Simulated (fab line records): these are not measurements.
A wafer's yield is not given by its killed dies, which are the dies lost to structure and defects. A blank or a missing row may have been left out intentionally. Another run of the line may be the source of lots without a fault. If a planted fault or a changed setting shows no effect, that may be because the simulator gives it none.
Matching of chambers || flow gf180mcu || GF_V2_CMP_04 on cmp-01 has 4 sister chambers
The step polishes SiO2. 8 wafers are shown with their chamber, then 11 later ones without.

== WAFERS, EACH WITH ITS CHAMBER ==
{"wafer": "L318.4", "chamber": 0, "motorCurrentA (A)": 11.8, "timeToEndpointS (s)": 90}
{"wafer": "L318.5", "chamber": 1, "motorCurrentA (A)": 11.6, "timeToEndpointS (s)": 82}
{"wafer": "L319.3", "chamber": 1, "motorCurrentA (A)": 12.5, "timeToEndpointS (s)": 79}
{"wafer": "L319.4", "chamber": 2, "motorCurrentA (A)": 13.3, "timeToEndpointS (s)": 80}
{"wafer": "L326.1", "chamber": 2, "motorCurrentA (A)": 13.8, "timeToEndpointS (s)": 75}
{"wafer": "L326.3", "chamber": 3, "motorCurrentA (A)": 10.4, "timeToEndpointS (s)": 80}
{"wafer": "L326.4", "chamber": 0, "motorCurrentA (A)": 11.5, "timeToEndpointS (s)": 83}
{"wafer": "L328.2", "chamber": 3, "motorCurrentA (A)": 10.1, "timeToEndpointS (s)": 75}

== WAFERS WITH NO CHAMBER GIVEN ==
{"wafer": "L328.3", "motorCurrentA (A)": 12.0, "timeToEndpointS (s)": 80}
{"wafer": "L328.6", "motorCurrentA (A)": 11.5, "timeToEndpointS (s)": 77}
{"wafer": "L329.4", "motorCurrentA (A)": 10.6, "timeToEndpointS (s)": 93}
{"wafer": "L329.5", "motorCurrentA (A)": 13.6, "timeToEndpointS (s)": 87}
{"wafer": "L329.6", "motorCurrentA (A)": 10.7, "timeToEndpointS (s)": 90}
{"wafer": "L330.2", "motorCurrentA (A)": 13.8, "timeToEndpointS (s)": 75}
{"wafer": "L330.4", "motorCurrentA (A)": 12.3, "timeToEndpointS (s)": 83}
{"wafer": "L330.6", "motorCurrentA (A)": 10.9, "timeToEndpointS (s)": 80}
{"wafer": "L332.1", "motorCurrentA (A)": 11.4, "timeToEndpointS (s)": 75}
{"wafer": "L332.3", "motorCurrentA (A)": 11.8, "timeToEndpointS (s)": 78}
{"wafer": "L332.5", "motorCurrentA (A)": 11.4, "timeToEndpointS (s)": 85}

== WHICH CHAMBER EACH WENT THROUGH ==
{"wafer": "L328.3", "from the rows above": "can't be placed: 1 or 0", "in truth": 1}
{"wafer": "L328.6", "from the rows above": "can't be placed: 1 or 0 or 3", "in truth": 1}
{"wafer": "L329.4", "from the rows above": "can't be placed: 0 or 3 or 1", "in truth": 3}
{"wafer": "L329.5", "from the rows above": "can't be placed: 2 or 1", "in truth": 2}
{"wafer": "L329.6", "from the rows above": "can't be placed: 0 or 3 or 1", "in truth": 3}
{"wafer": "L330.2", "from the rows above": 2, "in truth": 2}
{"wafer": "L330.4", "from the rows above": "can't be placed: 1 or 0", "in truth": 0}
{"wafer": "L330.6", "from the rows above": "can't be placed: 3 or 0 or 1", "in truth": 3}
{"wafer": "L332.1", "from the rows above": "can't be placed: 1 or 3 or 0", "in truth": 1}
{"wafer": "L332.3", "from the rows above": "can't be placed: 1 or 0", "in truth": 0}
{"wafer": "L332.5", "from the rows above": "can't be placed: 0 or 1", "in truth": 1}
Correct placement for 1 of the 11. Can't be placed from these rows: 10 (the true chamber is among the candidates in 10). Placed wrongly: 0.
How it was worked out, from the rows above alone: a wafer's distance from a chamber is the root of the sum, over the readings, of the square of ((its reading less the chamber's mean) divided by the reading's scatter). If the next closest chamber is less than 2 further off than the closest, the wafer can't be placed; otherwise it belongs to the closest. A chamber's mean is the mean of its shown wafers. How the scatter is found: for the shown wafers, subtract from each reading the mean of its chamber, square and add these, divide the total by (wafers less chambers), then take the root.
